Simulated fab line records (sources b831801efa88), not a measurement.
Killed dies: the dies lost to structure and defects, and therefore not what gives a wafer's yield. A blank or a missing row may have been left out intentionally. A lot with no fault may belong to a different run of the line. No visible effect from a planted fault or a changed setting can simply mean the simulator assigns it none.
Which tool was responsible? -- flow gf180mcu -- 6 lots, 18 wafers sampled, at 4 steps of a route of 602

WHAT THE GAUGES SHOWED, per wafer
GF_TOP_METAL_OVL_MEAS_15.
lot,measured,on,TOP_METAL_OVL (nm)
L423,day 28 11:14,overlay-01,-0.6 -1.6 -1.7
L426,day 29 11:32,overlay-01,-1.7 1.1 -0.5
L428,day 30 06:39,overlay-02,-0.6 -0.9 -0.3
L430,day 30 21:35,overlay-01,-2.9 -2.4 -2.1
L433,day 31 14:11,overlay-01,0.5 1.3 -0.2
L444,day 34 04:41,overlay-02,0.8 -0.4 0.6

WHAT TOOL EACH LOT RAN ON (gives the tool, then ch and the chambers of the sampled wafers, and finally the start)
lot,GF_V2_CVD_00,GF_V5_ETCH_17,GF_V5_CVD_23
L423,"hdpcvd-01 ch 0,1,2, day 19 13:53","rie diel-04 ch 1,2,3, day 27 14:43 or earlier","cvd w-02 ch 0,1, day 27 14:43"
L426,"hdpcvd-01 ch 0,1,2, day 20 20:49","rie diel-03 ch 0,1, day 28 15:39 or earlier","cvd w-02 ch 0,1, day 28 15:39"
L428,"hdpcvd-02 ch 0,1, day 21 22:16","rie diel-03 ch 0,2,3, day 29 10:35 or earlier","cvd w-02 ch 1, day 29 10:35"
L430,"hdpcvd-01 ch 0,2, day 22 15:14","rie diel-03 ch 1,3, day 30 01:56 or earlier","cvd w-02 ch 0,1, day 30 01:56"
L433,"hdpcvd-01 ch 0,1,2, day 23 14:35","rie diel-02 ch 2,3, day 30 20:27 or earlier","cvd w-02 ch 0, day 30 20:27"
L444,"hdpcvd-02 ch 1,2, day 26 23:50","rie diel-03 ch 0,1,2, day 33 11:56 or earlier","cvd w-02 ch 0,1, day 33 11:56"
- GF_V2_CVD_00: deposits SiO2, target thk 600 nm, time 100 s.
- GF_V5_ETCH_17: etches SiO2 in C4F8/O2/Ar, stops on TiN, target depth 855 nm.
- GF_V5_CVD_23: deposits W, target thk 350 nm, time 104.9 s.

THE ANSWER, worked out from the rows above alone
Rule: the lots themselves supply what counts as usual. Put in order of their means at a reading, lots are off if they are a third of the lots or fewer, leave a main group of 4 or more, and stand apart from it by a gap of 3 or more times the standard deviation of the main group's means; of several such gaps the widest counts. If all means in a main group match to the digits the tables above print for the reading, that group is not used. Also off: a lot with no number at a reading for which 4 or more lots have one. Where the step has rows for the other lots, those lots are counted as sound.
Nothing can be told from this: no lot is off at any reading shown.

WHAT THE SIMULATOR HAD INSERTED
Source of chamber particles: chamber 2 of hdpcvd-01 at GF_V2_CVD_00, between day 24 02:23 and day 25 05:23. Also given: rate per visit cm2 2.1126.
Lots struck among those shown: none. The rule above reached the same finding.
